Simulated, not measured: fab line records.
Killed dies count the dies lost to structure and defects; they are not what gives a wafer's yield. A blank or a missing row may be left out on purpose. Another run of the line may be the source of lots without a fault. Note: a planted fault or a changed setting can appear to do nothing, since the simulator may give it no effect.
Chamber matching / flow gf180mcu / cmp-02 running GF_V5_CMP_26: 4 sister chambers
The step polishes, stops on SiO2, t overpolish 15 s, target thk 0 nm. 14 wafers are shown with their chamber, then 7 later ones without.

== WAFERS, EACH WITH ITS CHAMBER ==
wafer=L648.3; chamber=1; motor-current-A (A)=13.3; time-to-endpoint-s (s)=87; overpolish-run-s (s)=15.017
wafer=L648.4; chamber=0; motor-current-A (A)=9.9; time-to-endpoint-s (s)=79; overpolish-run-s (s)=15.005
wafer=L648.5; chamber=2; motor-current-A (A)=10.5; time-to-endpoint-s (s)=77; overpolish-run-s (s)=15.009
wafer=L653.1; chamber=1; motor-current-A (A)=13.6; time-to-endpoint-s (s)=88; overpolish-run-s (s)=14.996
wafer=L653.5; chamber=2; motor-current-A (A)=10.9; time-to-endpoint-s (s)=80; overpolish-run-s (s)=15.007
wafer=L653.6; chamber=3; motor-current-A (A)=12.1; time-to-endpoint-s (s)=94; overpolish-run-s (s)=14.990
wafer=L655.4; chamber=1; motor-current-A (A)=14.4; time-to-endpoint-s (s)=93; overpolish-run-s (s)=15.001
wafer=L655.5; chamber=2; motor-current-A (A)=11.1; time-to-endpoint-s (s)=77; overpolish-run-s (s)=14.995
wafer=L655.6; chamber=1; motor-current-A (A)=12.9; time-to-endpoint-s (s)=92; overpolish-run-s (s)=15.001
wafer=L658.1; chamber=2; motor-current-A (A)=10.5; time-to-endpoint-s (s)=75; overpolish-run-s (s)=15.006
wafer=L658.4; chamber=3; motor-current-A (A)=13.3; time-to-endpoint-s (s)=89; overpolish-run-s (s)=14.993
wafer=L658.6; chamber=3; motor-current-A (A)=12.2; time-to-endpoint-s (s)=85; overpolish-run-s (s)=14.993
wafer=L662.1; chamber=0; motor-current-A (A)=8.9; time-to-endpoint-s (s)=83; overpolish-run-s (s)=15.013
wafer=L662.2; chamber=1; motor-current-A (A)=14.1; time-to-endpoint-s (s)=90; overpolish-run-s (s)=15.004

SIGNATURES (averages over the wafers above)
reading=motor-current-A; chamber 0=9.400; chamber 1=13.660; chamber 2=10.750; chamber 3=12.533; scatter within a chamber=0.558
reading=time-to-endpoint-s; chamber 0=81.00; chamber 1=90.00; chamber 2=77.25; chamber 3=89.33; scatter within a chamber=2.96
reading=overpolish-run-s; chamber 0=15.00900; chamber 1=15.00380; chamber 2=15.00425; chamber 3=14.99200; scatter within a chamber=0.00638
Rule: a wafer's distance from a chamber is the root of the sum, over the readings, of the square of ((its reading less the chamber's mean) divided by the reading's scatter). The wafer belongs to the nearest chamber; if the next one is less than 2 further off, it can't be placed. The scatter is the square root of a quotient: the sum, over the shown wafers, of each reading's squared deviation from its chamber's mean, divided by wafers minus chambers.

== WAFERS WITH NO CHAMBER GIVEN ==
wafer=L662.5; motor-current-A (A)=11.1; time-to-endpoint-s (s)=80; overpolish-run-s (s)=14.997
wafer=L666.3; motor-current-A (A)=9.6; time-to-endpoint-s (s)=87; overpolish-run-s (s)=14.998
wafer=L666.4; motor-current-A (A)=12.7; time-to-endpoint-s (s)=93; overpolish-run-s (s)=14.987
wafer=L666.6; motor-current-A (A)=12.2; time-to-endpoint-s (s)=93; overpolish-run-s (s)=15.003
wafer=L670.2; motor-current-A (A)=13.9; time-to-endpoint-s (s)=88; overpolish-run-s (s)=14.985
wafer=L670.4; motor-current-A (A)=12.5; time-to-endpoint-s (s)=91; overpolish-run-s (s)=15.004
wafer=L670.6; motor-current-A (A)=10.8; time-to-endpoint-s (s)=79; overpolish-run-s (s)=15.002

== EACH ONE'S CHAMBER ==
wafer=L662.5; from the rows above=2; in truth=2
wafer=L666.3; from the rows above=can't be placed: 0 or 2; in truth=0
wafer=L666.4; from the rows above=can't be placed: 3 or 1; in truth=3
wafer=L666.6; from the rows above=can't be placed: 3 or 1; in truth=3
wafer=L670.2; from the rows above=can't be placed: 3 or 1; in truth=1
wafer=L670.4; from the rows above=can't be placed: 3 or 1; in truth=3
wafer=L670.6; from the rows above=2; in truth=2
Correctly placed: 2 of 7. Cannot be placed on the basis of these rows: 5; the candidates contain the true chamber in 5. Number placed wrongly: 0.
